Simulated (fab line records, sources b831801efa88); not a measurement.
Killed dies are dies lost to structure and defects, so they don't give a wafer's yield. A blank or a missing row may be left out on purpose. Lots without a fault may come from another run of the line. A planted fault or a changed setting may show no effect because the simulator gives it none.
fab line records | flow gf180mcu | part 1 of 2: steps 1 to 29 of 40
record lots=5 wafers=15 last_day=34
route steps=602 shown MVSD@67 MVPSD@78 VT_IMPLANT@90
lots that met no fault: from a run of the same line without faults
start_h: hours from the record's first day to the start of the lot's first wafer shown | wait_h: hours since the lot's step before | " the same as in the row above | L1.1+2: a row that stands for several wafers | - no value, or no start given | * or withheld: withheld | < > ~ a bound
route shown NAME@n: a module of which the file shows steps, and the number in the route of the first | usual: mean/standard deviation of fault-free wafers | same: alike in all rows | chamber/n: place in a boat | sites: the reading at each site | _std_site: their standard deviation | _edge_site: outer sites' mean less inner sites' | radius_mm: how far each site lies from the wafer's centre | mask NAME#n: copy n | behind: the tool/chamber that last shaped the wafer | hold: why the lot was held/for how many hours/how that ended | device: the transistor (n, p or np) that didn't switch | end of line: the same wafers' tests at the end of the route | a step without rows: its recipe alone | killed: dies lost to structure and defects at the first sort, not the wafer's yield | map: a wafer's dies, x killed, . not, _ none there
set.NAME: the setting as run; set.NAME@STEP: as run at that earlier step | model.NAME: the simulator's own value behind a step, which no gauge read
lots at some steps of the route; a table a step, a row a wafer
services: from which hour (start_h, from the record's first day; less than 0 if before it) a tool's chamber was out of use, for how many hours, and why
## steps
# step GF_MVSD_HMDS_01
# recipe prime_time_s=60 prime_temp_c=120
# columns lot.wafer tool chamber start_h wait_h
L077.2+5+6 litho_track-02 0 90.71 0.1
L083.1+4+6 litho_track-02 0 129.03 0.1
L084.2+4+6 litho_track-02 0 140.66 0.1
L094.1+5+6 litho_track-03 0 189.15 0.1
L095.1+3+5 litho_track-01 0 202.81 0.1
# step GF_MVSD_COAT_02
# recipe spin_rpm=2000 resist_thk_nm=3000
# columns lot.wafer tool chamber start_h wait_h
L077.2+5+6 litho_track-02 0 90.86 0.1
L083.1+4+6 litho_track-02 0 129.18 0.1
L084.2+4+6 litho_track-02 0 140.81 0.1
L094.1+5+6 litho_track-03 0 189.30 0.1
L095.1+3+5 litho_track-01 0 202.96 0.1
# step GF_MVSD_SOFTBAKE_03
# recipe temp_c=110 time_s=withheld
# usual heater_power_total_W=65.32/0.13
# columns lot.wafer tool chamber start_h wait_h heater_power_total_W
L077.2 litho_track-02 0 91.02 0.1 65.39
L077.5 " 0 " " 65.43
L077.6 " 0 " " 65.42
L083.1 litho_track-02 0 129.33 0.1 65.51
L083.4 " 0 " " 65.05
L083.6 " 0 " " 65.25
L084.2 litho_track-02 0 140.97 0.1 65.36
L084.4 " 0 " " 65.20
L084.6 " 0 " " 65.47
L094.1 litho_track-03 0 189.45 0.1 65.18
L094.5 " 0 " " 65.46
L094.6 " 0 " " 65.14
L095.1 litho_track-01 0 203.11 0.1 65.52
L095.3 " 0 " " 65.39
L095.5 " 0 " " 65.15
# step GF_MVSD_EXPOSE_04
# recipe mask_id=MVSD target_cd_nm=1000 na=0.6 source_shape=conventional sigma_outer=0.6 dose_mj=260
# columns lot.wafer tool chamber start_h wait_h mask
L077.2+5+6 iline_stepper-01 0 - - MVSD#0
L083.1+4+6 iline_stepper-01 0 - - MVSD#0
L084.2+4+6 iline_stepper-02 0 - - MVSD#0
L094.1+5+6 iline_stepper-01 0 - - MVSD#0
L095.1+3+5 iline_stepper-01 0 - - MVSD#0
# step GF_MVSD_PEB_05
# recipe temp_c=115 time_s=withheld
# usual heater_power_total_W=69.35/0.13
# columns lot.wafer tool chamber start_h wait_h heater_power_total_W
L077.2 litho_track-01 0 - - 69.46
L077.5 " 0 " " 69.30
L077.6 " 0 " " 69.26
L083.1 litho_track-02 0 - - 69.17
L083.4 " 0 " " 69.43
L083.6 " 0 " " 69.11
L084.2 litho_track-03 0 - - 69.17
L084.4 " 0 " " 69.16
L084.6 " 0 " " 69.41
L094.1 litho_track-02 0 - - 69.25
L094.5 " 0 " " 69.48
L094.6 " 0 " " 69.29
L095.1 litho_track-03 0 - - 69.43
L095.3 " 0 " " 69.25
L095.5 " 0 " " 69.45
# step GF_MVSD_DEVELOP_06
# recipe wall_angle_deg=90 develop_time_s=60 dev_temp_c=23
# usual developer_temp_C=22.99/0.11
# columns lot.wafer tool chamber start_h wait_h developer_temp_C
L077.2 litho_track-01 0 - - 22.98
L077.5 " 0 " " 23.14
L077.6 " 0 " " 23.06
L083.1 litho_track-02 0 - - 23.06
L083.4 " 0 " " 23.13
L083.6 " 0 " " 23.02
L084.2 litho_track-03 0 - - 23.06
L084.4 " 0 " " 22.89
L084.6 " 0 " " 23.02
L094.1 litho_track-02 0 - - 23.10
L094.5 " 0 " " 23.04
L094.6 " 0 " " 23.04
L095.1 litho_track-03 0 - - 23.00
L095.3 " 0 " " 22.94
L095.5 " 0 " " 22.85
# step GF_MVSD_OVL_MEAS_07
# usual MVSD_OVL=0.6/1.3
# columns lot.wafer tool chamber start_h wait_h MVSD_OVL[nm]
L077.2 overlay-02 - 97.27 - 1.8
L077.5 " - " " 1.0
L077.6 " - " " 1.8
L083.1 overlay-01 - 136.13 - 0.0
L083.4 " - " " -0.9
L083.6 " - " " 0.1
L084.2 overlay-01 - 148.66 - -1.6
L084.4 " - " " -1.0
L084.6 " - " " -0.5
L094.1 overlay-01 - 197.78 - -0.5
L094.5 " - " " -1.0
L094.6 " - " " -1.1
L095.1 overlay-01 - 211.70 - 1.0
L095.3 " - " " 2.0
L095.5 " - " " -0.1
# step GF_MVSD_IMPLANT_08
# recipe species=P energy_kev=400 dose_cm2=1.6e+13 tilt_deg=0
# usual end_station_pressure_torr=5.08e-06/2.6e-07
# columns lot.wafer tool chamber start_h wait_h end_station_pressure_torr
L077.2 implanter-03 0 97.32 0.0 4.57e-06
L077.5 " 0 " " 4.89e-06
L077.6 " 0 " " 5.21e-06
L083.1 implanter-03 0 136.17 0.0 5.05e-06
L083.4 " 0 " " 5.22e-06
L083.6 " 0 " " 4.99e-06
L084.2 implanter-02 0 148.71 0.0 5.21e-06
L084.4 " 0 " " 4.91e-06
L084.6 " 0 " " 5.4e-06
L094.1 implanter-03 0 197.82 0.0 4.86e-06
L094.5 " 0 " " 5.31e-06
L094.6 " 0 " " 5.21e-06
L095.1 implanter-01 0 211.73 0.0 5.59e-06
L095.3 " 0 " " 4.9e-06
L095.5 " 0 " " 5.19e-06
# step GF_MVSD_IMPLANT_09
# recipe species=P energy_kev=100 dose_cm2=5e+12 tilt_deg=0
# usual end_station_pressure_torr=5.06e-06/2.5e-07
# columns lot.wafer tool chamber start_h wait_h end_station_pressure_torr
L077.2 implanter-03 0 97.47 0.1 5.24e-06
L077.5 " 0 " " 5.39e-06
L077.6 " 0 " " 5.26e-06
L083.1 implanter-03 0 136.32 0.1 5.21e-06
L083.4 " 0 " " 4.88e-06
L083.6 " 0 " " 4.84e-06
L084.2 implanter-02 0 148.86 0.1 4.95e-06
L084.4 " 0 " " 5.04e-06
L084.6 " 0 " " 4.83e-06
L094.1 implanter-03 0 197.97 0.1 5.66e-06
L094.5 " 0 " " 4.52e-06
L094.6 " 0 " " 4.99e-06
L095.1 implanter-01 0 211.88 0.1 5.27e-06
L095.3 " 0 " " 5.18e-06
L095.5 " 0 " " 5.05e-06
# step GF_MVSD_STRIP_10
# recipe chemistry=O2/N2 power_w=1400 pressure_mtorr=1500 platen_temp_c=250 o2_flow_sccm=3096 n2_flow_sccm=300 overash_fraction=0.5
# usual drypump_motor_current_A=5.5/0.53 heater_power_w=339/20 oes_product_au=0.723/0.0046 platen_temp_c=250.00/0.18 strip_time_to_endpoint_s=36.86/0.11
# columns lot.wafer tool chamber start_h wait_h drypump_motor_current_A heater_power_w oes_product_au platen_temp_c rf_hours_counter_h strip_time_to_endpoint_s
L077.2 plasma_asher-04 0 97.60 0.1 5.3 313 0.720 249.84 38 36.95
L077.5 " 0 " " 5.3 308 0.731 249.82 - 36.98
L077.6 " 1 " " 6.1 332 0.710 249.91 - 37.09
L083.1 plasma_asher-04 1 136.47 0.1 6.1 335 0.719 250.01 43 37.12
L083.4 " 0 " " 5.3 314 0.722 250.00 - 37.15
L083.6 " 0 " " 5.3 321 0.727 250.16 - 37.18
L084.2 plasma_asher-02 0 148.99 0.1 5.4 343 0.723 250.14 3 36.90
L084.4 " 0 " " 5.4 340 0.722 250.11 - 36.89
L084.6 " 1 " " 5.7 359 0.719 250.06 - 36.93
L094.1 plasma_asher-01 1 198.12 0.1 6.0 316 0.719 249.95 41 36.83
L094.5 " 1 " " 6.0 324 0.731 249.72 - 36.85
L094.6 " 0 " " 4.7 361 0.719 250.00 - 36.86
L095.1 plasma_asher-02 1 212.03 0.1 5.7 365 0.723 249.89 10 36.81
L095.3 " 1 " " 5.7 362 0.729 249.67 - 36.74
L095.5 " 0 " " 5.3 346 0.718 250.14 - 36.84
# step GF_MVSD_TW_MEAS_11
# usual MVSD_TW=1592/7.4
# columns lot.wafer tool chamber start_h wait_h MVSD_TW
L077.2 film_metro-04 - 97.71 0.1 1590
L077.5 " - " " 1584
L077.6 " - " " 1585
L083.1 film_metro-01 - 136.57 0.1 1582
L083.4 " - " " 1592
L083.6 " - " " 1599
L084.2 film_metro-04 - 149.10 0.1 1579
L084.4 " - " " 1580
L084.6 " - " " 1581
L094.1 film_metro-04 - 198.22 0.1 1599
L094.5 " - " " 1600
L094.6 " - " " 1594
L095.1 film_metro-04 - 212.13 0.1 1595
L095.3 " - " " 1593
L095.5 " - " " 1607
# step GF_MVPSD_DEHYDRATE_00
# recipe temp_c=200 time_s=60
# usual heater_power_total_W=160.36/0.13
# columns lot.wafer tool chamber start_h wait_h heater_power_total_W
L077.2 litho_track-04 0 103.97 6.3 160.54
L077.5 " 0 " " 160.49
L077.6 " 0 " " 160.35
L083.1 litho_track-02 0 143.58 7.0 160.28
L083.4 " 0 " " 160.37
L083.6 " 0 " " 160.26
L084.2 litho_track-04 0 155.26 6.2 160.57
L084.4 " 0 " " 160.32
L084.6 " 0 " " 160.54
L094.1 litho_track-04 0 205.64 7.4 160.49
L094.5 " 0 " " 160.33
L094.6 " 0 " " 160.56
L095.1 litho_track-01 0 220.86 8.7 160.28
L095.3 " 0 " " 160.29
L095.5 " 0 " " 160.22
# step GF_MVPSD_HMDS_01
# recipe prime_time_s=60 prime_temp_c=120
# columns lot.wafer tool chamber start_h wait_h
L077.2+5+6 litho_track-04 0 104.12 0.1
L083.1+4+6 litho_track-02 0 143.73 0.1
L084.2+4+6 litho_track-04 0 155.41 0.1
L094.1+5+6 litho_track-04 0 205.79 0.1
L095.1+3+5 litho_track-01 0 221.01 0.1
# step GF_MVPSD_COAT_02
# recipe spin_rpm=2000 resist_thk_nm=3000
# columns lot.wafer tool chamber start_h wait_h
L077.2+5+6 litho_track-04 0 104.27 0.1
L083.1+4+6 litho_track-02 0 143.88 0.1
L084.2+4+6 litho_track-04 0 155.56 0.1
L094.1+5+6 litho_track-04 0 205.94 0.1
L095.1+3+5 litho_track-01 0 221.16 0.1
# step GF_MVPSD_SOFTBAKE_03
# recipe temp_c=110 time_s=withheld
# usual heater_power_total_W=65.30/0.13
# columns lot.wafer tool chamber start_h wait_h heater_power_total_W
L077.2 litho_track-04 0 104.42 0.1 65.53
L077.5 " 0 " " 65.16
L077.6 " 0 " " 65.10
L083.1 litho_track-02 0 144.03 0.1 65.20
L083.4 " 0 " " 65.58
L083.6 " 0 " " 65.37
L084.2 litho_track-04 0 155.72 0.1 65.50
L084.4 " 0 " " 65.24
L084.6 " 0 " " 65.49
L094.1 litho_track-04 0 206.09 0.1 65.20
L094.5 " 0 " " 65.21
L094.6 " 0 " " 65.40
L095.1 litho_track-01 0 221.31 0.1 65.36
L095.3 " 0 " " 65.09
L095.5 " 0 " " 65.22
# step GF_MVPSD_EXPOSE_04
# recipe mask_id=MVPSD target_cd_nm=1000 na=0.6 source_shape=conventional sigma_outer=0.6 dose_mj=260
# columns lot.wafer tool chamber start_h wait_h mask
L077.2+5+6 iline_stepper-02 0 - - MVPSD#0
L083.1+4+6 iline_stepper-02 0 - - MVPSD#0
L084.2+4+6 iline_stepper-02 0 - - MVPSD#0
L094.1+5+6 iline_stepper-02 0 - - MVPSD#0
L095.1+3+5 iline_stepper-01 0 - - MVPSD#0
# step GF_MVPSD_PEB_05
# recipe temp_c=115 time_s=withheld
# usual heater_power_total_W=69.34/0.12
# columns lot.wafer tool chamber start_h wait_h heater_power_total_W
L077.2 litho_track-01 0 - - 69.28
L077.5 " 0 " " 69.09
L077.6 " 0 " " 69.22
L083.1 litho_track-04 0 - - 69.47
L083.4 " 0 " " 69.30
L083.6 " 0 " " 69.21
L084.2 litho_track-02 0 - - 69.16
L084.4 " 0 " " 69.42
L084.6 " 0 " " 69.23
L094.1 litho_track-02 0 - - 69.23
L094.5 " 0 " " 69.07
L094.6 " 0 " " 69.50
L095.1 litho_track-01 0 - - 69.37
L095.3 " 0 " " 69.20
L095.5 " 0 " " 69.40
# step GF_MVPSD_DEVELOP_06
# recipe wall_angle_deg=90 develop_time_s=60 dev_temp_c=23
# usual developer_temp_C=23.01/0.1
# columns lot.wafer tool chamber start_h wait_h developer_temp_C
L077.2 litho_track-01 0 - - 23.11
L077.5 " 0 " " 23.07
L077.6 " 0 " " 23.02
L083.1 litho_track-04 0 - - 23.20
L083.4 " 0 " " 23.12
L083.6 " 0 " " 23.19
L084.2 litho_track-02 0 - - 23.06
L084.4 " 0 " " 22.93
L084.6 " 0 " " 23.09
L094.1 litho_track-02 0 - - 22.82
L094.5 " 0 " " 22.96
L094.6 " 0 " " 23.03
L095.1 litho_track-01 0 - - 22.91
L095.3 " 0 " " 22.99
L095.5 " 0 " " 22.92
# step GF_MVPSD_OVL_MEAS_07
# usual MVPSD_OVL=0.4/1.4
# columns lot.wafer tool chamber start_h wait_h MVPSD_OVL[nm]
L077.2 overlay-02 - 112.17 - 2.0
L077.5 " - " " 2.0
L077.6 " - " " 1.2
L083.1 overlay-01 - 151.54 - -0.2
L083.4 " - " " -0.8
L083.6 " - " " -1.8
L084.2 overlay-01 - 163.19 - 1.1
L084.4 " - " " 1.1
L084.6 " - " " 0.3
L094.1 overlay-01 - 214.88 - 1.1
L094.5 " - " " 0.0
L094.6 " - " " -0.8
L095.1 overlay-01 - 230.11 - -0.4
L095.3 " - " " -0.7
L095.5 " - " " 0.0
# step GF_MVPSD_IMPLANT_08
# recipe species=B energy_kev=170 dose_cm2=1.5e+13 tilt_deg=0
# usual end_station_pressure_torr=5.05e-06/2.6e-07
# columns lot.wafer tool chamber start_h wait_h end_station_pressure_torr
L077.2 implanter-04 0 112.22 0.0 5.32e-06
L077.5 " 0 " " 5.15e-06
L077.6 " 0 " " 5.16e-06
L083.1 implanter-02 0 151.58 0.0 5.23e-06
L083.4 " 0 " " 5.05e-06
L083.6 " 0 " " 4.99e-06
L084.2 implanter-02 0 163.24 0.0 4.93e-06
L084.4 " 0 " " 5.07e-06
L084.6 " 0 " " 5.03e-06
L094.1 implanter-02 0 214.92 0.0 4.83e-06
L094.5 " 0 " " 5.07e-06
L094.6 " 0 " " 4.85e-06
L095.1 implanter-04 0 230.14 0.0 5.13e-06
L095.3 " 0 " " 5.21e-06
L095.5 " 0 " " 4.7e-06
# step GF_MVPSD_IMPLANT_09
# recipe species=B energy_kev=40 dose_cm2=5e+12 tilt_deg=0
# usual end_station_pressure_torr=5.06e-06/2.8e-07
# columns lot.wafer tool chamber start_h wait_h end_station_pressure_torr
L077.2 implanter-04 0 112.37 0.1 4.86e-06
L077.5 " 0 " " 4.92e-06
L077.6 " 0 " " 5.33e-06
L083.1 implanter-02 0 151.73 0.1 5.09e-06
L083.4 " 0 " " 5.26e-06
L083.6 " 0 " " 5.28e-06
L084.2 implanter-02 0 163.39 0.1 5.27e-06
L084.4 " 0 " " 5.43e-06
L084.6 " 0 " " 5.27e-06
L094.1 implanter-02 0 215.07 0.1 5.65e-06
L094.5 " 0 " " 4.96e-06
L094.6 " 0 " " 4.76e-06
L095.1 implanter-04 0 230.29 0.1 4.98e-06
L095.3 " 0 " " 5.3e-06
L095.5 " 0 " " 5.13e-06
# step GF_MVPSD_STRIP_10
# recipe chemistry=O2/N2 power_w=1400 pressure_mtorr=1500 platen_temp_c=250 o2_flow_sccm=3000 n2_flow_sccm=300 overash_fraction=0.5
# usual drypump_motor_current_A=5.7/0.39 heater_power_w=330/23 oes_product_au=0.722/0.0045 platen_temp_c=250.01/0.18 strip_time_to_endpoint_s=36.96/0.1
# columns lot.wafer tool chamber start_h wait_h drypump_motor_current_A heater_power_w oes_product_au platen_temp_c rf_hours_counter_h strip_time_to_endpoint_s
L077.2 plasma_asher-04 1 112.50 0.1 6.1 339 0.722 250.05 40 36.85
L077.5 " 0 " " 5.3 314 0.727 250.19 - 36.90
L077.6 " 1 " " 6.1 347 0.716 250.00 - 36.90
L083.1 plasma_asher-04 0 151.88 0.1 5.3 320 0.722 250.13 44 37.04
L083.4 " 0 " " 5.3 324 0.721 250.27 - 36.93
L083.6 " 1 " " 6.1 342 0.720 249.97 - 36.94
L084.2 plasma_asher-03 1 163.52 0.1 6.4 339 0.727 250.24 58 36.90
L084.4 " 0 " " 5.5 290 0.717 250.20 - 36.95
L084.6 " 1 " " 6.4 349 0.720 250.05 - 37.01
L094.1 plasma_asher-04 0 215.22 0.1 5.3 313 0.717 250.05 50 36.86
L094.5 " 0 " " 5.3 314 0.723 250.01 - 37.02
L094.6 " 1 " " 6.1 346 0.723 249.68 - 36.98
L095.1 plasma_asher-03 1 230.44 0.1 6.3 333 0.716 250.39 65 36.81
L095.3 " 0 " " 5.6 282 0.720 249.82 - 36.78
L095.5 " 0 " " 5.5 289 0.725 250.15 - 36.73
# step GF_MVPSD_TW_MEAS_11
# usual MVPSD_TW=557.2/2.8
# columns lot.wafer tool chamber start_h wait_h MVPSD_TW
L077.2 film_metro-04 - 112.61 0.1 552.9
L077.5 " - " " 554.4
L077.6 " - " " 551.5
L083.1 film_metro-04 - 151.98 0.1 549.9
L083.4 " - " " 555.3
L083.6 " - " " 553.6
L084.2 film_metro-03 - 163.63 0.1 561.5
L084.4 " - " " 558.5
L084.6 " - " " 561.9
L094.1 film_metro-03 - 215.32 0.1 559.4
L094.5 " - " " 560.0
L094.6 " - " " 559.4
L095.1 film_metro-03 - 230.54 0.1 558.1
L095.3 " - " " 556.6
L095.5 " - " " 557.2
# step GF_VT_IMPLANT_DEHYDRATE_00
# recipe temp_c=200 time_s=60
# usual heater_power_total_W=160.37/0.12
# columns lot.wafer tool chamber start_h wait_h heater_power_total_W
L077.2 litho_track-01 0 119.03 6.4 160.19
L077.5 " 0 " " 160.50
L077.6 " 0 " " 160.39
L083.1 litho_track-01 0 158.76 6.8 160.22
L083.4 " 0 " " 160.46
L083.6 " 0 " " 160.20
L084.2 litho_track-04 0 170.76 7.1 160.30
L084.4 " 0 " " 160.27
L084.6 " 0 " " 160.60
L094.1 litho_track-01 0 223.41 8.1 160.23
L094.5 " 0 " " 160.47
L094.6 " 0 " " 160.59
L095.1 litho_track-03 0 239.20 8.6 160.19
L095.3 " 0 " " 160.42
L095.5 " 0 " " 160.31
# step GF_VT_IMPLANT_HMDS_01
# recipe prime_time_s=60 prime_temp_c=120
# columns lot.wafer tool chamber start_h wait_h
L077.2+5+6 litho_track-01 0 119.18 0.1
L083.1+4+6 litho_track-01 0 158.91 0.1
L084.2+4+6 litho_track-04 0 170.91 0.1
L094.1+5+6 litho_track-01 0 223.56 0.1
L095.1+3+5 litho_track-03 0 239.35 0.1
# step GF_VT_IMPLANT_COAT_02
# recipe resist=NOVOLAK spin_rpm=3000 resist_thk_nm=1000
# columns lot.wafer tool chamber start_h wait_h
L077.2+5+6 litho_track-01 0 119.33 0.1
L083.1+4+6 litho_track-01 0 159.06 0.1
L084.2+4+6 litho_track-04 0 171.06 0.1
L094.1+5+6 litho_track-01 0 223.71 0.1
L095.1+3+5 litho_track-03 0 239.50 0.1
# step GF_VT_IMPLANT_SOFTBAKE_03
# recipe temp_c=90 time_s=60 resist=NOVOLAK
# usual heater_power_total_W=56.60/0.046
# columns lot.wafer tool chamber start_h wait_h heater_power_total_W
L077.2 litho_track-01 0 119.48 0.1 56.62
L077.5 " 0 " " 56.61
L077.6 " 0 " " 56.61
L083.1 litho_track-01 0 159.21 0.1 56.58
L083.4 " 0 " " 56.55
L083.6 " 0 " " 56.55
L084.2 litho_track-04 0 171.21 0.1 56.65
L084.4 " 0 " " 56.56
L084.6 " 0 " " 56.66
L094.1 litho_track-01 0 223.86 0.1 56.59
L094.5 " 0 " " 56.61
L094.6 " 0 " " 56.57
L095.1 litho_track-03 0 239.65 0.1 56.55
L095.3 " 0 " " 56.67
L095.5 " 0 " " 56.68
# step GF_VT_IMPLANT_EXPOSE_04
# recipe mask_id=LVPWELL_LV_AREA target_cd_nm=600 na=0.6 source_shape=conventional sigma_outer=0.6 dose_mj=140
# columns lot.wafer tool chamber start_h wait_h mask
L077.2+5+6 iline_stepper-01 0 - - LVPWELL_LV_AREA#0
L083.1+4+6 iline_stepper-01 0 - - LVPWELL_LV_AREA#0
L084.2+4+6 iline_stepper-02 0 - - LVPWELL_LV_AREA#0
L094.1+5+6 iline_stepper-01 0 - - LVPWELL_LV_AREA#0
L095.1+3+5 iline_stepper-02 0 - - LVPWELL_LV_AREA#0
# step GF_VT_IMPLANT_PEB_05
# recipe temp_c=withheld time_s=* resist=NOVOLAK
# columns lot.wafer tool chamber start_h wait_h
L077.2+5+6 litho_track-04 0 - -
L083.1+4+6 litho_track-04 0 - -
L084.2+4+6 litho_track-01 0 - -
L094.1+5+6 litho_track-03 0 - -
L095.1+3+5 litho_track-01 0 - -
